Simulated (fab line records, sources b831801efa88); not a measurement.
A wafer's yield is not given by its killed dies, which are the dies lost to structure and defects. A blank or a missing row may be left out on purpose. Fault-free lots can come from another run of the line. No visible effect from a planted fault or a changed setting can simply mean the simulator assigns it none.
Which tool was responsible? -- flow gf180mcu -- 14 lots, 42 wafers sampled, at 4 steps of a route of 602

## WHAT THE GAUGES SHOWED, per wafer
GF_STI_BOW_MEAS_00. Usual: for INCOMING_BOW the level is 0 um and the standard deviation is 5.9.
lot,measured,on,INCOMING_BOW (um),flag
L914,day 1 10:00,filmMetro-01,-3 -5 0,
L915,day 1 15:04,filmMetro-02,1 0 3,
L916,day 1 20:01,filmMetro-03,2 -13 -8,
L918,day 2 06:00,filmMetro-03,6 -1 4,
L919,day 2 11:00,filmMetro-02,-2 3 3,
L921,day 2 21:04,filmMetro-01,-5 -3 12,
L923,day 3 07:00,filmMetro-01,3 3 -15,
L924,day 3 12:00,filmMetro-01,9 4 -2,
L926,day 3 22:04,filmMetro-02,4 1 0,
L927,day 4 03:00,filmMetro-02,5 -5 7,
L929,day 4 13:00,filmMetro-02,-7 8 13,
L933,day 5 09:00,filmMetro-03,8 0 -1,
L934,day 5 14:00,filmMetro-03,6 -13 0,
L936,day 6 00:02,filmMetro-01,2 8 -8,

GF_LVPWELL_OVL_MEAS_07. Usual: for LVPWELL_OVL the level is 0.0 nm and the standard deviation is 1.4.
lot,measured,on,LVPWELL_OVL (nm),flag
L914,day 3 19:55,overlay-01,-1.4 -2.1 -1.1,
L915,day 4 00:29,overlay-02,-0.3 0.6 1.3,
L916,day 4 07:51,overlay-02,1.9 2.1 2.5,
L918,day 4 19:10,overlay-02,0.1 -0.3 -1.1,
L919,day 4 23:28,overlay-01,2.3 0.5 1.4,
L921,day 5 09:46,overlay-01,-1.0 -2.0 -1.2,
L923,day 5 23:41,overlay-01,0.5 1.0 1.0,
L924,day 6 04:13,overlay-01,-1.9 -1.1 -0.3,
L926,day 6 18:13,overlay-02,-1.5 -0.8 -2.7,
L927,day 6 23:58,overlay-02,0.3 0.8 -0.8,
L929,day 7 08:44,overlay-01,0.5 -2.0 0.0,
L933,day 8 08:12,overlay-01,0.0 1.1 -1.3,
L934,day 8 12:42,overlay-01,0.7 0.8 0.0,
L936,day 9 00:42,overlay-02,-1.1 -0.4 -1.4,

GF_DUAL_GATE_THK_MEAS_03. Usual: for DUAL_GATE_OXIDATION_00_THK the level is 10.94 nm and the standard deviation is 0.21.
lot,measured,on,DUAL_GATE_OXIDATION_00_THK (nm),flag
L914,day 7 13:58,filmMetro-03,11.01 10.99 10.78,
L915,day 7 19:59,filmMetro-03,11.04 11.23 10.97,
L916,day 8 05:28,filmMetro-01,11.09 11.03 11.04,
L918,day 8 17:15,filmMetro-01,11.00 11.02 10.90,
L919,day 9 02:55,filmMetro-02,10.91 11.00 10.89,
L921,day 9 12:56,filmMetro-01,10.72 10.74 10.86,
L923,day 10 04:37,filmMetro-01,10.93 10.95 11.10,
L924,day 10 11:29,filmMetro-01,11.20 11.13 11.05,
L926,day 11 02:47,filmMetro-01,11.12 11.20 11.06,
L927,day 11 10:21,filmMetro-02,11.27 10.96 11.25,
L929,day 11 23:38,filmMetro-02,10.82 11.24 11.03,
L933,day 13 05:40,filmMetro-01,10.45 10.62 10.60,
L934,day 13 05:40,filmMetro-02,10.47 10.45 10.39,
L936,day 13 19:28,filmMetro-01,11.01 10.95 11.23,

## TOOL THAT RAN EACH LOT (tool first, then ch and the chambers of the sampled wafers, then the start)
lot,GF_STI_SOFTBAKE_08
L914,"lithoTrack-02 ch 0, day 1 19:31"
L915,"lithoTrack-03 ch 0, day 2 00:02"
L916,"lithoTrack-03 ch 0, day 2 04:38"
L918,"lithoTrack-04 ch 0, day 2 15:23"
L919,"lithoTrack-03 ch 0, day 2 21:07"
L921,"lithoTrack-04 ch 0, day 3 07:06"
L923,"lithoTrack-03 ch 0, day 3 18:07"
L924,"lithoTrack-02 ch 0, day 3 22:49"
L926,"lithoTrack-04 ch 0, day 4 08:09"
L927,"lithoTrack-02 ch 0, day 4 14:52"
L929,"lithoTrack-02 ch 0, day 4 23:55"
L933,"lithoTrack-04 ch 0, day 5 19:34"
L934,"lithoTrack-02 ch 0, day 6 00:48"
L936,"lithoTrack-04 ch 0, day 6 11:16"
- GF_STI_SOFTBAKE_08: time 60 s.

## WHAT THE TOOLS THEMSELVES READ (means of the sampled wafers that have a number; where no wafer has one, the mark that the record gives instead)
GF_STI_SOFTBAKE_08. Usual: runLengthS reads 89.31 s (standard deviation 0.23).
lot,tool,runLengthS (s),flag
L914,lithoTrack-02,89.44,
L915,lithoTrack-03,89.14,
L916,lithoTrack-03,88.99,
L918,lithoTrack-04,89.26,
L919,lithoTrack-03,89.02,
L921,lithoTrack-04,89.25,
L923,lithoTrack-03,89.03,
L924,lithoTrack-02,89.55,
L926,lithoTrack-04,89.32,
L927,lithoTrack-02,89.56,
L929,lithoTrack-02,89.60,
L933,lithoTrack-04,91.06,OFF
L934,lithoTrack-02,89.61,
L936,lithoTrack-04,91.01,OFF

## THE ANSWER, worked out from the rows above alone
Rule: a lot counts as off when the mean over its wafers that have a number is more than 3 standard deviations away from the usual mean. A lot without any number at a reading at which 4 lots or more have one is off too. Any other lot the step has rows for is counted as sound. First the gauges in route order, then the tools' own readings, where a lot's mean is used as printed above. The first step at which some lot is off is used, and at that step the reading that is off furthest; a lot without a number counts as furthest.
Off at GF_STI_SOFTBAKE_08 (runLengthS): L933, L936.
A tool fits if, at that step or a process step before it, it ran every lot that is off, and no sound lot after the first of them. One fits: GF_STI_SOFTBAKE_08 on lithoTrack-04. A fault onset in the window from L926 (day 4 08:09, its last sound lot) to L933 (day 5 19:34, its first lot off) fits.
On the lots that are off, the tool's own readings at GF_STI_SOFTBAKE_08 differ by more than 5 times the standard deviation of the sound lots' means, which bears it out; runLengthS reads 91.03 s there versus 89.31 s on the sound lots.

## WHAT WAS PUT IN BY THE SIMULATOR
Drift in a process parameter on lithoTrack-04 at GF_STI_SOFTBAKE_08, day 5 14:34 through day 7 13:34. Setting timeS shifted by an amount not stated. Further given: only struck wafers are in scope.
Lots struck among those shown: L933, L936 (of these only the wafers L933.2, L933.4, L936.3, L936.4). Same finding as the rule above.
